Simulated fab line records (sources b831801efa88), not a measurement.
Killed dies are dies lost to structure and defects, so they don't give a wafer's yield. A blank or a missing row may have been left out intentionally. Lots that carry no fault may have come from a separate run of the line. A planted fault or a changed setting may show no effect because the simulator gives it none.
fab line records -- flow sky130
record: lots: 12, wafers: 36, lastDay: 50
route steps=708 shown VIA4@656 METAL5@666 PAD_OPEN@708
lots untouched by any fault: they come from a run of this same line in which no faults occurred
startH: the number of hours between the record's first day and the start of the first shown wafer of the lot -- waitH: time in hours since the lot's previous step -- " unchanged from the row above -- L1.1+2: one row covering several wafers at once -- - either no value or no given start -- * or withheld: withheld -- < > ~ a bound
route shown NAME@n: NAME is a module with steps in the file, n the number in the route of the first one -- usual: mean/standard deviation of fault-free wafers -- same: alike in all rows -- chamber/n: place in a boat -- sites: per-site readings -- _std_site: the values' standard deviation -- _edge_site: inner sites' mean taken away from outer sites' mean -- radiusMm: for every site, how far away it sits from the centre of the wafer -- mask NAME#n: copy n -- behind: the tool/chamber that last shaped the wafer -- hold: cause of the lot's hold/its duration in hours/its outcome -- device: transistor that didn't switch, given as n, p or np -- end of line: at the end of the route, the tests of the same wafers -- for a step that has no rows: nothing shown but its recipe -- killed: not the wafer's yield, but the dies lost to structure and defects at the first sort -- map: per-die view of a wafer (x killed, . not killed, _ where there is no die)
set.NAME: the setting as run; set.NAME@STEP: as run at that earlier step -- model.NAME: the simulator's own value behind a step, which no gauge read
steps of the route over a sample of lots; a table a step, a row a wafer
services: a tool's chamber out of use, with start hour (startH, from the record's first day; less than 0 if before it), hours out, and reason
== steps ==
step: SKY_VIA4_SPUTTER_17
recipe: material: TiN, targetThkNm: 20, chamberPressurePa: 5, powerW: 4000, timeS: 80
usual: throttleValvePct: 29.7/0.96
lot.wafer,tool,chamber,startH,waitH,throttleValvePct
L475.2,pvdSputter-04,-,994.26,0.0,28.2
L475.3,pvdSputter-04,-,994.26,0.0,32.2
L475.4,pvdSputter-04,-,994.26,0.0,29.5
L478.1,pvdSputter-01,-,1026.45,0.0,29.4
L478.2,pvdSputter-01,-,1026.45,0.0,29.7
L478.4,pvdSputter-01,-,1026.45,0.0,30.5
L479.2,pvdSputter-04,-,1031.92,0.0,32.0
L479.3,pvdSputter-04,-,1031.92,0.0,28.5
L479.5,pvdSputter-04,-,1031.92,0.0,29.4
L480.1,pvdSputter-02,-,1034.72,0.0,29.1
L480.5,pvdSputter-02,-,1034.72,0.0,29.1
L480.6,pvdSputter-02,-,1034.72,0.0,29.7
L481.1,pvdSputter-02,-,1042.17,0.0,29.6
L481.3,pvdSputter-02,-,1042.17,0.0,29.4
L481.5,pvdSputter-02,-,1042.17,0.0,30.7
L482.1,pvdSputter-01,-,1049.66,0.0,28.6
L482.2,pvdSputter-01,-,1049.66,0.0,30.4
L482.3,pvdSputter-01,-,1049.66,0.0,29.5
L489.1,pvdSputter-01,-,1095.32,0.0,28.5
L489.4,pvdSputter-01,-,1095.32,0.0,29.5
L489.6,pvdSputter-01,-,1095.32,0.0,29.5
L490.2,pvdSputter-02,-,1105.10,0.0,30.8
L490.5,pvdSputter-02,-,1105.10,0.0,30.8
L490.6,pvdSputter-02,-,1105.10,0.0,30.8
L494.2,pvdSputter-01,-,1121.41,0.0,29.2
L494.5,pvdSputter-01,-,1121.41,0.0,29.4
L494.6,pvdSputter-01,-,1121.41,0.0,30.5
L495.1,pvdSputter-01,-,1130.21,0.0,29.3
L495.2,pvdSputter-01,-,1130.21,0.0,28.5
L495.4,pvdSputter-01,-,1130.21,0.0,30.5
L496.3,pvdSputter-01,-,1133.36,0.0,28.5
L496.5,pvdSputter-01,-,1133.36,0.0,29.3
L496.6,pvdSputter-01,-,1133.36,0.0,30.4
L497.3,pvdSputter-02,-,1140.22,0.0,29.3
L497.4,pvdSputter-02,-,1140.22,0.0,31.1
L497.5,pvdSputter-02,-,1140.22,0.0,29.0
step: SKY_METAL5_RS_MEAS_05
recipe: thkMeasGauge: four-point-probe, reads: TiN_of_METAL5_SPUTTER_04+Ti_of_METAL5_SPUTTER_03+AlCu_of_METAL5_SPUTTER_02+TiN_of_METAL5_SPUTTER_01+Ti_of_METAL5_SPUTTER_00
usual: METAL5_ALCU_RS: 0.0269/0.00032
lot.wafer,tool,chamber,startH,waitH,METAL5_ALCU_RS[ohm/sq]
L475.2,filmMetro-04,-,995.14,0.0,0.0273
L475.3,filmMetro-04,-,995.14,0.0,0.0270
L475.4,filmMetro-04,-,995.14,0.0,0.0272
L478.1,filmMetro-03,-,1027.32,0.0,0.0275
L478.2,filmMetro-03,-,1027.32,0.0,0.0271
L478.4,filmMetro-03,-,1027.32,0.0,0.0274
L479.2,filmMetro-04,-,1032.86,0.0,0.0268
L479.3,filmMetro-04,-,1032.86,0.0,0.0266
L479.5,filmMetro-04,-,1032.86,0.0,0.0265
L480.1,filmMetro-01,-,1035.58,0.0,0.0275
L480.5,filmMetro-01,-,1035.58,0.0,0.0273
L480.6,filmMetro-01,-,1035.58,0.0,0.0272
L481.1,filmMetro-04,-,1043.03,0.0,0.0263
L481.3,filmMetro-04,-,1043.03,0.0,0.0268
L481.5,filmMetro-04,-,1043.03,0.0,0.0265
L482.1,filmMetro-03,-,1050.96,0.0,0.0276
L482.2,filmMetro-03,-,1050.96,0.0,0.0274
L482.3,filmMetro-03,-,1050.96,0.0,0.0274
L489.1,filmMetro-04,-,1097.24,0.0,0.0270
L489.4,filmMetro-04,-,1097.24,0.0,0.0268
L489.6,filmMetro-04,-,1097.24,0.0,0.0267
L490.2,filmMetro-03,-,1105.98,0.0,0.0268
L490.5,filmMetro-03,-,1105.98,0.0,0.0272
L490.6,filmMetro-03,-,1105.98,0.0,0.0273
L494.2,filmMetro-01,-,1122.29,0.0,0.0267
L494.5,filmMetro-01,-,1122.29,0.0,0.0270
L494.6,filmMetro-01,-,1122.29,0.0,0.0269
L495.1,filmMetro-01,-,1131.33,0.0,0.0271
L495.2,filmMetro-01,-,1131.33,0.0,0.0267
L495.4,filmMetro-01,-,1131.33,0.0,0.0268
L496.3,filmMetro-03,-,1134.56,0.1,0.0272
L496.5,filmMetro-03,-,1134.56,0.1,0.0270
L496.6,filmMetro-03,-,1134.56,0.1,0.0271
L497.3,filmMetro-01,-,1141.16,0.1,0.0267
L497.4,filmMetro-01,-,1141.16,0.1,0.0268
L497.5,filmMetro-01,-,1141.16,0.1,0.0269
step: SKY_METAL5_STRIP_16
recipe: chemistry: O2/N2, powerW: 1400, pressureMtorr: 1500, platenTempC: withheld, o2FlowSccm: 3000, n2FlowSccm: 300, overashFraction: 0.5
usual: chamberPressureMTorr: 1500.0/1.3, drypumpMotorCurrentA: 5.9/0.47, o2FlowSccm: 3001/9.3, oesProductAu: 0.710/0.0045, stripTimeToEndpointS: 12.99/0.13
lot.wafer,tool,chamber,startH,waitH,chamberPressureMTorr,drypumpMotorCurrentA,o2FlowSccm,oesProductAu,rfHoursCounterH,stripTimeToEndpointS
L475.2,plasmaAsher-03,1,1018.04,0.2,1502.7,6.2,3014,0.714,27,13.27
L475.3,plasmaAsher-03,0,1018.04,0.2,1498.7,6.2,3004,0.704,-,13.01
L475.4,plasmaAsher-03,1,1018.04,0.2,1499.9,6.2,3004,0.708,-,13.21
L478.1,plasmaAsher-03,1,1049.58,0.2,1498.5,6.2,3004,0.708,31,12.87
L478.2,plasmaAsher-03,0,1049.58,0.2,1499.7,6.2,3000,0.713,31,13.13
L478.4,plasmaAsher-03,1,1049.58,0.2,1501.5,6.2,3007,0.707,-,12.84
L479.2,plasmaAsher-01,1,1055.38,0.2,1501.1,4.9,3010,0.713,99,13.02
L479.3,plasmaAsher-01,0,1055.38,0.2,1500.8,5.8,2996,0.710,-,13.02
L479.5,plasmaAsher-01,0,1055.38,0.2,1502.1,5.8,3001,0.710,-,13.03
L480.1,plasmaAsher-03,1,1057.48,0.2,1500.7,6.2,2991,0.708,31,12.96
L480.5,plasmaAsher-03,1,1057.48,0.2,1498.4,6.2,2989,0.711,-,12.84
L480.6,plasmaAsher-03,0,1057.48,0.2,1499.4,6.2,2982,0.708,-,12.93
L481.1,plasmaAsher-01,0,1064.68,0.2,1499.5,5.8,3003,0.700,100,12.91
L481.3,plasmaAsher-01,0,1064.68,0.2,1501.9,5.8,3016,0.711,-,12.81
L481.5,plasmaAsher-01,0,1064.68,0.2,1501.8,5.8,3001,0.709,-,13.19
L482.1,plasmaAsher-04,1,1072.53,0.2,1500.8,6.4,3004,0.702,1,12.76
L482.2,plasmaAsher-04,0,1072.53,0.2,1501.0,5.8,2988,0.711,1,13.01
L482.3,plasmaAsher-04,0,1072.53,0.2,1500.2,5.8,2984,0.714,-,13.18
L489.1,plasmaAsher-04,1,1116.83,0.2,1500.2,6.3,3003,0.712,6,13.05
L489.4,plasmaAsher-04,0,1116.83,0.2,1502.3,5.7,3011,0.710,-,13.13
L489.6,plasmaAsher-04,1,1116.83,0.2,1501.6,6.3,2989,0.707,-,13.09
L490.2,plasmaAsher-01,0,1125.58,0.2,1498.8,5.8,3010,0.710,106,13.08
L490.5,plasmaAsher-01,0,1125.58,0.2,1498.9,5.8,3009,0.706,-,12.99
L490.6,plasmaAsher-01,1,1125.58,0.2,1499.6,4.9,3009,0.709,-,13.04
L494.2,plasmaAsher-04,1,1141.78,0.2,1499.6,6.3,3010,0.712,8,12.94
L494.5,plasmaAsher-04,0,1141.78,0.2,1500.0,5.8,3000,0.717,-,12.99
L494.6,plasmaAsher-04,1,1141.78,0.2,1501.3,6.4,3017,0.713,-,13.13
L495.1,plasmaAsher-01,0,1149.18,0.2,1500.2,5.8,2999,0.711,108,12.95
L495.2,plasmaAsher-01,1,1149.18,0.2,1497.6,4.9,2997,0.711,108,12.89
L495.4,plasmaAsher-01,0,1149.18,0.2,1500.2,5.8,2992,0.710,-,12.90
L496.3,plasmaAsher-03,1,1152.71,0.1,1498.2,6.2,3003,0.714,-,13.02
L496.5,plasmaAsher-03,0,1152.71,0.1,1500.2,6.2,3005,0.711,-,13.00
L496.6,plasmaAsher-03,1,1152.71,0.1,1500.8,6.2,3007,0.716,-,12.99
L497.3,plasmaAsher-04,0,1158.96,0.1,1500.4,5.8,2997,0.710,-,12.96
L497.4,plasmaAsher-04,1,1158.96,0.1,1499.5,6.4,2998,0.711,-,12.88
L497.5,plasmaAsher-04,0,1158.96,0.1,1501.4,5.7,3003,0.704,-,12.94
step: SKY_METAL5_STRIP_17
recipe: chemistry: postEtchResidueRemover, timeS: 1200, tempC: 72.5
usual: bathGuardTempC: 72.4/0.51, bathHeatDutyPct: 15.0/1.5
lot.wafer,tool,chamber,startH,waitH,bathGuardTempC,bathHeatDutyPct
L475.2,wetBench-04,0,1018.14,0.1,73.1,15.2
L475.3,wetBench-04,0,1018.14,0.1,72.7,15.7
L475.4,wetBench-04,0,1018.14,0.1,72.8,14.9
L478.1,wetBench-02,2,1049.68,0.1,72.0,16.1
L478.2,wetBench-02,2,1049.68,0.1,72.1,15.1
L478.4,wetBench-02,2,1049.68,0.1,71.9,14.7
L479.2,wetBench-02,2,1055.48,0.1,72.2,15.7
L479.3,wetBench-02,2,1055.48,0.1,72.3,16.0
L479.5,wetBench-02,2,1055.48,0.1,72.0,16.0
L480.1,wetBench-02,3,1057.58,0.1,72.7,11.7
L480.5,wetBench-02,3,1057.58,0.1,72.6,13.3
L480.6,wetBench-02,3,1057.58,0.1,72.6,14.1
L481.1,wetBench-02,2,1064.82,0.1,72.1,15.9
L481.3,wetBench-02,2,1064.82,0.1,72.1,16.6
L481.5,wetBench-02,2,1064.82,0.1,71.9,16.0
L482.1,wetBench-04,3,1072.69,0.1,73.1,16.7
L482.2,wetBench-04,3,1072.69,0.1,73.2,16.2
L482.3,wetBench-04,3,1072.69,0.1,72.8,18.2
L489.1,wetBench-02,2,1116.93,0.1,-,-
L489.4,wetBench-02,2,1116.93,0.1,-,-
L489.6,wetBench-02,2,1116.93,0.1,-,-
L490.2,wetBench-02,2,1125.68,0.1,-,-
L490.5,wetBench-02,2,1125.68,0.1,-,-
L490.6,wetBench-02,2,1125.68,0.1,-,-
L494.2,wetBench-04,1,1141.88,0.1,72.9,15.3
L494.5,wetBench-04,1,1141.88,0.1,72.5,15.4
L494.6,wetBench-04,1,1141.88,0.1,73.0,16.0
L495.1,wetBench-04,3,1149.31,0.1,72.9,16.6
L495.2,wetBench-04,3,1149.31,0.1,73.1,16.8
L495.4,wetBench-04,3,1149.31,0.1,72.7,16.3
L496.3,wetBench-04,1,1152.82,0.1,72.8,15.3
L496.5,wetBench-04,1,1152.82,0.1,72.6,14.8
L496.6,wetBench-04,1,1152.82,0.1,72.9,14.6
L497.3,wetBench-02,0,1159.09,0.1,72.8,12.3
L497.4,wetBench-02,0,1159.09,0.1,72.6,13.2
L497.5,wetBench-02,0,1159.09,0.1,72.7,13.3
step: SKY_PAD_OPEN_PROBE_99
usual: defectLimitedYield: 82.9/2, killed_at_M0_to_M3: 43/7, killed_at_M4_up: 3.0/1.9, killedAtContacts: 24/4.6, killedAtFrontEnd: 15/4.1, killedAtOther: 0.3/0.52, killedDies: 84/9.7, killedOpen: 46/6.9, killedShort: 38/6.8, sort_bin_3_pad_short: 0.8/0.41, sort_bin_5_function: 10.2/1.5, sort_bin_6_memory: 6.1/1.1, sortNPass: 408/9.7, sortYieldPct: 82.9/2
same: grossDies: 492, killedAtBackSide: 0, sort_bin_4_leakage[%]: 0, sort_bin_8_speed[%]: 0
lot.wafer,tool,chamber,startH,waitH,defectLimitedYield[%],killed_at_M0_to_M3,killed_at_M4_up,killedAtContacts,killedAtFrontEnd,killedAtOther,killedDies,killedOpen,killedShort,sort_bin_3_pad_short[%],sort_bin_5_function[%],sort_bin_6_memory[%],sortNPass,sortYieldPct[%]
L489.1,prober-02,-,1157.33,0.1,80.7,48,6,24,16,1,95,61,34,0.6,11.4,7.3,397,80.7
L489.4,prober-02,-,1157.48,0.2,79.9,49,2,33,15,0,99,60,39,0.4,13.6,6.1,393,79.9
L489.6,prober-02,-,1157.58,0.2,84.1,33,0,24,21,0,78,40,38,1.2,10.0,4.7,414,84.1
L490.2,prober-01,-,1164.33,0.1,85.0,40,3,22,9,0,74,42,32,0.2,7.9,6.9,418,85.0
L490.5,prober-01,-,1164.48,0.2,84.1,37,5,24,12,0,78,42,36,0.4,8.5,6.9,414,84.1
L490.6,prober-01,-,1164.53,0.2,80.5,57,4,23,12,0,96,43,53,0.8,13.0,5.7,396,80.5
L496.3,prober-01,-,1188.63,0.2,86.4,32,3,22,8,2,67,37,29,0.8,7.3,5.5,425,86.4
L496.5,prober-01,-,1188.73,0.2,80.9,45,0,31,18,0,94,55,39,1.0,12.8,5.3,398,80.9
L496.6,prober-01,-,1188.78,0.2,86.2,29,8,22,9,0,68,34,34,1.2,7.5,5.1,424,86.2
L497.3,prober-02,-,1194.68,0.2,83.7,41,3,25,11,0,80,37,43,0.8,10.0,5.5,412,83.7
L497.4,prober-02,-,1194.73,0.2,82.1,40,4,30,14,0,88,37,51,0.8,10.2,6.9,404,82.1
L497.5,prober-02,-,1194.78,0.2,82.5,39,2,28,17,0,86,50,36,1.4,10.8,5.3,406,82.5
killed by level:class
L489.1 VIA2:geometricParticle:open=11 VIA1:geometricParticle:open=11 LI_CONTACT:geometricParticle:open=8 POLY_GATE:geometricParticle:open=6 CONTACT:geometricParticle:open=6 VIA3:geometricParticle:open=6 LOCAL_INTERCONNECT:geometricParticle:short=5 METAL1:geometricParticle:short=5
L489.4 VIA1:geometricParticle:open=14 LI_CONTACT:geometricParticle:open=13 CONTACT:geometricParticle:open=10 METAL2:geometricParticle:short=7 VIA2:geometricParticle:open=6 POLY_GATE:geometricParticle:open=5 CONTACT:geometricParticle:short=5 VIA3:geometricParticle:open=5
L489.6 VIA1:geometricParticle:open=8 POLY_GATE:geometricParticle:short=6 CONTACT:geometricParticle:short=6 CONTACT:geometricParticle:open=6 VIA1:geometricParticle:short=6 VIA2:geometricParticle:open=6 FIELD_ISO:geometricParticle:short=5 POLY_GATE:geometricParticle:open=5
L490.2 CONTACT:geometricParticle:open=12 VIA1:geometricParticle:open=6 METAL2:geometricParticle:short=6 VIA2:geometricParticle:open=5 VIA3:geometricParticle:open=5 FIELD_ISO:geometricParticle:open=4 LI_CONTACT:geometricParticle:open=4 VIA1:geometricParticle:short=4
L490.5 CONTACT:geometricParticle:open=11 VIA1:geometricParticle:open=7 CONTACT:geometricParticle:short=6 METAL1:geometricParticle:short=6 VIA2:geometricParticle:open=6 VIA3:geometricParticle:open=6 POLY_GATE:geometricParticle:open=5 VIA1:geometricParticle:short=5
L490.6 VIA1:geometricParticle:open=10 CONTACT:geometricParticle:open=8 VIA3:geometricParticle:open=8 METAL2:geometricParticle:short=7 METAL3:geometricParticle:short=6 LI_CONTACT:geometricParticle:open=5 CONTACT:geometricParticle:short=5 METAL1:geometricParticle:short=5
L496.3 CONTACT:geometricParticle:open=9 VIA1:geometricParticle:open=7 VIA2:geometricParticle:open=5 VIA3:geometricParticle:open=5 CONTACT:geometricParticle:short=4 VIA1:geometricParticle:short=4 FIELD_ISO:geometricParticle:open=3 LI_CONTACT:geometricParticle:open=3
L496.5 CONTACT:geometricParticle:open=12 VIA3:geometricParticle:open=8 FIELD_ISO:geometricParticle:open=7 VIA1:geometricParticle:open=7 LI_CONTACT:geometricParticle:open=6 VIA2:geometricParticle:open=6 LOCAL_INTERCONNECT:geometricParticle:short=5 VIA2:geometricParticle:short=5
L496.6 CONTACT:geometricParticle:open=8 METAL2:geometricParticle:short=7 LI_CONTACT:geometricParticle:open=6 VIA1:geometricParticle:open=5 METAL4:geometricParticle:short=5 VIA2:geometricParticle:short=4 POLY_GATE:geometricParticle:open=3 LOCAL_INTERCONNECT:geometricParticle:short=3
L497.3 VIA1:geometricParticle:open=11 CONTACT:geometricParticle:short=9 CONTACT:geometricParticle:open=8 METAL2:geometricParticle:short=5 POLY_GATE:geometricParticle:open=4 METAL1:geometricParticle:short=4 VIA1:geometricParticle:short=4 VIA2:geometricParticle:short=4
L497.4 CONTACT:geometricParticle:open=10 CONTACT:geometricParticle:short=9 VIA1:geometricParticle:short=9 VIA1:geometricParticle:open=7 METAL2:geometricParticle:short=7 LI_CONTACT:geometricParticle:open=6 POLY_GATE:geometricParticle:short=5 LOCAL_INTERCONNECT:geometricParticle:short=4
L497.5 CONTACT:geometricParticle:open=12 LI_CONTACT:geometricParticle:open=7 VIA1:geometricParticle:open=7 VIA2:geometricParticle:open=6 POLY_GATE:geometricParticle:short=5 METAL2:geometricParticle:short=5 CONTACT:geometricParticle:short=5 FIELD_ISO:geometricParticle:open=4
== services ==
tool,chamber,startH,hours,kind
plasmaAsher-03,-,987.77,14.6,pm
plasmaAsher-01,-,1027.94,0.9,repair
pvdSputter-01,-,1051.26,1.4,repair
plasmaAsher-04,-,1055.27,9.0,pm
plasmaAsher-04,0,1055.27,9.0,ventCycle
plasmaAsher-04,1,1055.27,9.0,ventCycle
plasmaAsher-04,0,1064.27,-,clean
plasmaAsher-04,1,1064.27,-,clean
pvdSputter-01,-,1065.12,0.6,repair
plasmaAsher-01,-,1073.74,2.8,pm
pvdSputter-02,-,1085.94,2.8,repair
pvdSputter-01,-,1098.69,19.3,repair
pvdSputter-01,-,1105.68,0.9,repair
pvdSputter-01,-,1139.53,6.9,repair
== key ==
firstSign: step: SKY_METAL5_STRIP_17, reading: toolRecord, direction: missing
effect none on later readings
metAt SKY_METAL5_STRIP_17
struckLots L489,L490
notActingAt SKY_VIA4_SPUTTER_17,SKY_METAL5_RS_MEAS_05,SKY_METAL5_STRIP_16
onsetBetween 1064.82 1116.93
fault: kind: skippedStepWhole, tool: wetBench-02, chamber: -, onsetH: 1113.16, steps: SKY_METAL5_STRIP_17, scope: struckLotsOnly
